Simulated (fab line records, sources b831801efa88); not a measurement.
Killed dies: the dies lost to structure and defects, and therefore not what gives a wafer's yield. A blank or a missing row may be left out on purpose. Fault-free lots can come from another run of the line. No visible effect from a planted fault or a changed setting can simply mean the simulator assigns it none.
Which tool was responsible? + flow gf180mcu + 42 wafers from 14 lots sampled at 4 of the route's 602 steps

## WHAT THE GAUGES READ, wafer by wafer
GF_POLY_GATE_OVL_MEAS_11. Usual: POLY_GATE_OVL gives -4 nm (standard deviation 5.5).
| lot  | measured     | on         | POLY_GATE_OVL (nm) | flag |
|------|--------------|------------|--------------------|------|
| L335 | day 9 08:02  | overlay-01 | -1 -7 -2           |      |
| L336 | day 9 10:15  | overlay-02 | 0 0 6              |      |
| L337 | day 9 18:26  | overlay-01 | -6 -3 -5           |      |
| L338 | day 10 01:23 | overlay-02 | -3 -3 3            |      |
| L339 | day 10 08:38 | overlay-01 | -8 0 -4            |      |
| L340 | day 10 16:41 | overlay-02 | -4 -11 -5          |      |
| L347 | day 12 23:09 | overlay-01 | 2 -2 -7            |      |
| L348 | day 13 03:15 | overlay-01 | -2 8 -4            |      |
| L351 | day 13 23:48 | overlay-01 | -1 -6 -1           |      |
| L354 | day 15 00:18 | overlay-01 | -6 -5 -8           |      |
| L355 | day 15 02:43 | overlay-02 | -3 -3 -3           |      |
| L356 | day 15 11:51 | overlay-01 | -11 -11 -14        |      |
| L357 | day 15 22:15 | overlay-02 | -1 6 5             |      |
| L358 | day 16 05:08 | overlay-01 | -7 -11 0           |      |

GF_POLY_GATE_CD_MEAS_18. Usual: cd nm 279.7 nm, standard deviation 1.9.
| lot  | measured     | on        | cd nm (nm)        | flag |
|------|--------------|-----------|-------------------|------|
| L335 | day 9 09:41  | cd sem-01 | 280.1 279.0 281.0 |      |
| L336 | day 9 11:57  | cd sem-01 | 281.0 278.8 277.1 |      |
| L337 | day 9 20:06  | cd sem-01 | 277.4 278.3 277.3 |      |
| L338 | day 10 03:00 | cd sem-02 | 280.5 280.9 277.8 |      |
| L339 | day 10 12:40 | cd sem-02 | 281.6 282.0 284.5 |      |
| L340 | day 10 19:45 | cd sem-01 | 275.3 278.4 276.1 |      |
| L347 | day 13 00:48 | cd sem-02 | 279.7 280.4 281.8 |      |
| L348 | day 13 05:24 | cd sem-01 | 280.2 278.0 281.8 |      |
| L351 | day 14 01:33 | cd sem-02 | 277.1 278.1 278.3 |      |
| L354 | day 15 02:27 | cd sem-02 | 278.4 279.3 278.2 |      |
| L355 | day 15 04:19 | cd sem-02 | 281.0 282.0 278.6 |      |
| L356 | day 15 13:29 | cd sem-01 | 274.3 274.7 274.9 |      |
| L357 | day 15 23:54 | cd sem-02 | 277.4 279.8 278.0 |      |
| L358 | day 16 07:40 | cd sem-01 | 279.6 279.3 281.8 |      |

GF_HV_LDD_OVL_MEAS_47. Usual: HV_LDD_03_OVL gives -1.0 nm (standard deviation 1.4).
| lot  | measured     | on         | HV_LDD_03_OVL (nm) | flag |
|------|--------------|------------|--------------------|------|
| L335 | day 12 12:29 | overlay-01 | -0.6 -0.7 1.9      |      |
| L336 | day 12 14:47 | overlay-01 | -1.5 -1.5 -1.2     |      |
| L337 | day 13 00:24 | overlay-02 | -1.7 -0.4 0.9      |      |
| L338 | day 13 07:04 | overlay-02 | 1.6 -0.5 -1.9      |      |
| L339 | day 13 19:03 | overlay-02 | 0.9 0.2 -0.9       |      |
| L340 | day 14 01:28 | overlay-01 | 1.2 0.6 2.0        |      |
| L347 | day 16 15:15 | overlay-01 | 0.8 -1.3 1.1       |      |
| L348 | day 16 20:07 | overlay-02 | -3.7 -4.0 -2.0     |      |
| L351 | day 17 18:35 | overlay-01 | 0.7 -1.1 -1.9      |      |
| L354 | day 18 23:11 | overlay-02 | -2.9 0.2 -0.9      |      |
| L355 | day 19 02:17 | overlay-01 | -0.7 1.7 -1.5      |      |
| L356 | day 19 11:17 | overlay-02 | -1.8 -1.5 -2.1     |      |
| L357 | day 19 23:02 | overlay-02 | -1.4 -2.5 -2.3     |      |
| L358 | day 20 07:37 | overlay-02 | -1.2 -1.7 0.4      |      |

## TOOL THAT RAN EACH LOT (tool first, then ch and the chambers of the sampled wafers, then the start)
| lot  | GF_HV_LDD_IMPLANT_35            |
|------|---------------------------------|
| L335 | implanter-02 ch 0, day 11 17:02 |
| L336 | implanter-01 ch 0, day 11 19:26 |
| L337 | implanter-04 ch 0, day 12 04:26 |
| L338 | implanter-01 ch 0, day 12 10:52 |
| L339 | implanter-02 ch 0, day 12 21:56 |
| L340 | implanter-01 ch 0, day 13 04:49 |
| L347 | implanter-01 ch 0, day 15 16:48 |
| L348 | implanter-01 ch 0, day 15 21:19 |
| L351 | implanter-02 ch 0, day 16 19:14 |
| L354 | implanter-02 ch 0, day 17 22:30 |
| L355 | implanter-02 ch 0, day 18 01:17 |
| L356 | implanter-01 ch 0, day 18 10:47 |
| L357 | implanter-01 ch 0, day 18 22:14 |
| L358 | implanter-02 ch 0, day 19 06:50 |
- GF_HV_LDD_IMPLANT_35

## WHAT THE TOOLS THEMSELVES READ (means of the sampled wafers that have a number; where no wafer has one, the mark that the record gives instead)
GF_HV_LDD_IMPLANT_35. Usual: beam energy keV 60.003, standard deviation 0.018; faraday current uA 42.2, standard deviation 0.76.
| lot  | tool         | beam energy keV | faraday current uA | flag |
|------|--------------|-----------------|--------------------|------|
| L335 | implanter-02 | 59.990          | 42.9               |      |
| L336 | implanter-01 | 59.986          | 42.1               |      |
| L337 | implanter-04 | 59.997          | 42.5               |      |
| L338 | implanter-01 | 60.007          | 42.0               |      |
| L339 | implanter-02 | 60.019          | 42.3               |      |
| L340 | implanter-01 | 59.987          | 42.2               |      |
| L347 | implanter-01 | 62.104          | 41.7               | OFF  |
| L348 | implanter-01 | 62.104          | 42.6               | OFF  |
| L351 | implanter-02 | 60.010          | 41.8               |      |
| L354 | implanter-02 | 60.008          | 42.3               |      |
| L355 | implanter-02 | 59.999          | 42.2               |      |
| L356 | implanter-01 | 60.002          | 42.8               |      |
| L357 | implanter-01 | 60.016          | 42.3               |      |
| L358 | implanter-02 | 60.010          | 42.4               |      |

## THE ANSWER, worked out from the rows above alone
Rule: a lot is off if the mean of its wafers that have a number lies more than 3 standard deviations from the usual mean. Also off: a lot with no number at a reading for which 4 or more lots have one. Any other lot the step has rows for is counted as sound. The gauges are gone through in route order, then the tools' own readings, and for those a lot's mean is taken as printed above. At the first step where some lot is off, the reading lying furthest off is the one used; lots without a number count as furthest.
Off: L347, L348, at GF_HV_LDD_IMPLANT_35 (beam energy keV).
If a tool, at that step or one of the process steps before it, ran each lot that is off and ran no sound lot following the first of them, it fits. Of those tried, none fits.

## WHAT THE SIMULATOR HAD INSERTED
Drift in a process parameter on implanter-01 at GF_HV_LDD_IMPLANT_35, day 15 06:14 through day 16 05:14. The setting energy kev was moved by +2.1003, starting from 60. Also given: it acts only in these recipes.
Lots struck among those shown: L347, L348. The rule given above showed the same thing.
